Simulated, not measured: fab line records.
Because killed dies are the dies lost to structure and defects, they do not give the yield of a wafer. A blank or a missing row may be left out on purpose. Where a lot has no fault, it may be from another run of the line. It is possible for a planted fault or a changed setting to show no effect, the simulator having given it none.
Which of the tools did it? | flow gf180mcu | 14 lots, 42 wafers sampled, at 5 steps of a route of 602

## WHAT EACH GAUGE READ, for each wafer
GF_STI_THK_MEAS_02.
lot  | measured    | on           | STI_OXIDATION_THK (nm)
L415 | day 1 16:32 | filmMetro-02 | 9.91 9.63 9.77
L416 | day 1 21:31 | filmMetro-04 | 10.10 10.01 9.96
L417 | day 2 02:31 | filmMetro-04 | 9.89 9.86 10.12
L420 | day 2 18:21 | filmMetro-01 | 10.10 10.18 9.91
L421 | day 2 22:38 | filmMetro-01 | 10.12 10.29 10.13
L423 | day 3 08:31 | filmMetro-04 | 10.16 10.24 10.45
L425 | day 3 18:31 | filmMetro-04 | 10.13 10.11 10.11
L426 | day 4 00:22 | filmMetro-02 | 9.99 10.30 10.06
L428 | day 4 09:31 | filmMetro-04 | 9.88 9.99 10.07
L431 | day 5 00:31 | filmMetro-01 | 9.92 10.02 10.02
L433 | day 5 13:02 | filmMetro-02 | 9.69 9.82 9.87
L434 | day 5 16:30 | filmMetro-04 | 9.90 9.74 9.95
L435 | day 5 20:31 | filmMetro-02 | 9.89 9.84 9.86
L436 | day 6 01:31 | filmMetro-02 | 9.97 10.11 10.12

GF_DNWELL_TW_MEAS_09.
lot  | measured    | on           | DNWELL_TW
L415 | day 3 00:28 | filmMetro-03 | 1348 1343 1350
L416 | day 3 05:43 | filmMetro-04 | 1326 1323 1332
L417 | day 3 10:11 | filmMetro-03 | 1353 1350 1355
L420 | day 4 04:57 | filmMetro-04 | 1334 1338 1331
L421 | day 4 09:41 | filmMetro-04 | 1332 1326 1332
L423 | day 4 19:03 | filmMetro-04 | 1317 1320 1321
L425 | day 5 04:44 | filmMetro-04 | 1321 1322 1328
L426 | day 5 10:58 | filmMetro-03 | 1337 1339 1343
L428 | day 6 02:14 | filmMetro-03 | 1346 1350 1359
L431 | day 6 12:14 | filmMetro-04 | 1322 1317 1321
L433 | day 7 01:51 | filmMetro-04 | 1339 1343 1337
L434 | day 7 06:05 | filmMetro-01 | 1360 1369 1360
L435 | day 7 10:46 | filmMetro-04 | 1331 1328 1331
L436 | day 7 15:25 | filmMetro-03 | 1340 1338 1345

GF_VT_IMPLANT_TW_MEAS_21.
lot  | measured     | on           | VT_IMPLANT_2_TW
L415 | day 6 12:01  | filmMetro-02 | 1215 1219 1219
L416 | day 6 20:17  | filmMetro-02 | 1216 1218 1220
L417 | day 7 03:11  | filmMetro-01 | 1228 1227 1236
L420 | day 7 21:09  | filmMetro-02 | 1216 1214 1217
L421 | day 8 05:11  | filmMetro-03 | 1215 1212 1208
L423 | day 8 16:17  | filmMetro-01 | 1227 1226 1233
L425 | day 9 04:05  | filmMetro-02 | 1208 1195 1200
L426 | day 9 10:11  | filmMetro-03 | 1206 1209 1208
L428 | day 10 04:05 | filmMetro-03 | 1213 1214 1210
L431 | day 10 16:56 | filmMetro-02 | 1212 1211 1209
L433 | day 11 10:00 | filmMetro-02 | 1217 1221 1218
L434 | day 11 14:35 | filmMetro-02 | 693 695 696
L435 | day 11 21:08 | filmMetro-01 | 704 705 702
L436 | day 12 01:29 | filmMetro-03 | 691 688 687

GF_HV_LDD_THK_MEAS_55.
lot  | measured     | on           | HV_LDD_CVD_54_THK (nm)
L415 | day 12 21:25 | filmMetro-02 | 9.87 9.84 9.93
L416 | day 13 07:10 | filmMetro-04 | 9.95 10.09 10.14
L417 | day 13 15:10 | filmMetro-03 | 9.98 10.12 10.11
L420 | day 14 12:38 | filmMetro-02 | 9.90 10.05 10.08
L421 | day 14 19:30 | filmMetro-02 | 9.98 10.13 10.10
L423 | day 15 10:25 | filmMetro-04 | 9.94 9.83 10.03
L425 | day 16 01:35 | filmMetro-04 | 10.07 10.01 10.08
L426 | day 16 09:55 | filmMetro-04 | 10.13 9.94 9.95
L428 | day 17 09:13 | filmMetro-04 | 10.01 9.90 10.05
L431 | day 18 03:49 | filmMetro-02 | 10.10 10.12 10.18
L433 | day 19 01:47 | filmMetro-03 | 9.94 10.05 10.11

## EACH LOT AND THE TOOL THAT RAN IT (in order: tool; ch and the chambers of the sampled wafers; start)
lot  | GF_VT_IMPLANT_IMPLANT_19
L415 | implanter-01 ch 0, day 6 11:47
L416 | implanter-02 ch 0, day 6 20:02
L417 | implanter-01 ch 0, day 7 02:56
L420 | implanter-01 ch 0, day 7 20:55
L421 | implanter-01 ch 0, day 8 04:56
L423 | implanter-03 ch 0, day 8 16:02
L425 | implanter-03 ch 0, day 9 03:41
L426 | implanter-01 ch 0, day 9 09:56
L428 | implanter-03 ch 0, day 10 03:50
L431 | implanter-03 ch 0, day 10 16:41
L433 | implanter-02 ch 0, day 11 09:47
L434 | implanter-03 ch 0, day 11 14:21
L435 | implanter-02 ch 0, day 11 20:53
L436 | implanter-03 ch 0, day 12 01:14
- GF_VT_IMPLANT_IMPLANT_19

## AS READ BY THE TOOLS THEMSELVES (means over the sampled wafers that have a number; for cases with no such wafer, the mark the record gives instead)
GF_VT_IMPLANT_IMPLANT_19.
lot  | tool         | endStationPressureTorr (Torr)
L415 | implanter-01 | 4.97e-06
L416 | implanter-02 | 5.02e-06
L417 | implanter-01 | 4.94e-06
L420 | implanter-01 | 5.01e-06
L421 | implanter-01 | 5.19e-06
L423 | implanter-03 | 5.08e-06
L425 | implanter-03 | 4.96e-06
L426 | implanter-01 | 5.18e-06
L428 | implanter-03 | 4.97e-06
L431 | implanter-03 | 4.85e-06
L433 | implanter-02 | 4.98e-06
L434 | implanter-03 | 5.08e-06
L435 | implanter-02 | 4.97e-06
L436 | implanter-03 | 4.71e-06

## THE ANSWER, worked out from the rows above alone
Rule: the lots themselves supply what counts as usual. Put in order of their means at a reading, lots are off if they are a third of the lots or fewer, leave a main group of 4 or more, and stand apart from it by a gap of 3 or more times the standard deviation of the main group's means; of several such gaps the widest counts. A main group is skipped when, at the precision printed for the reading in the tables above, its means are all equal. A lot without any number at a reading at which 4 lots or more have one is off too. Any other lot the step has rows for is counted as sound. First the gauges in route order, then the tools' own readings, where a lot's mean is used as printed above. The first step at which some lot is off is used, and at that step the reading that is off furthest; a lot without a number counts as furthest.
Off: at GF_VT_IMPLANT_TW_MEAS_21 (VT_IMPLANT_2_TW), L434, L435, L436. The main group: mean 1216, standard deviation 8.2.
If a tool, at a process step before that reading, ran all the lots that are off and no sound lot after the first of them, it fits. Those tools and the gauges at GF_VT_IMPLANT_TW_MEAS_21 are tried in the same way. None of those tried fits.

## WHAT HAD BEEN PUT IN BY THE SIMULATOR
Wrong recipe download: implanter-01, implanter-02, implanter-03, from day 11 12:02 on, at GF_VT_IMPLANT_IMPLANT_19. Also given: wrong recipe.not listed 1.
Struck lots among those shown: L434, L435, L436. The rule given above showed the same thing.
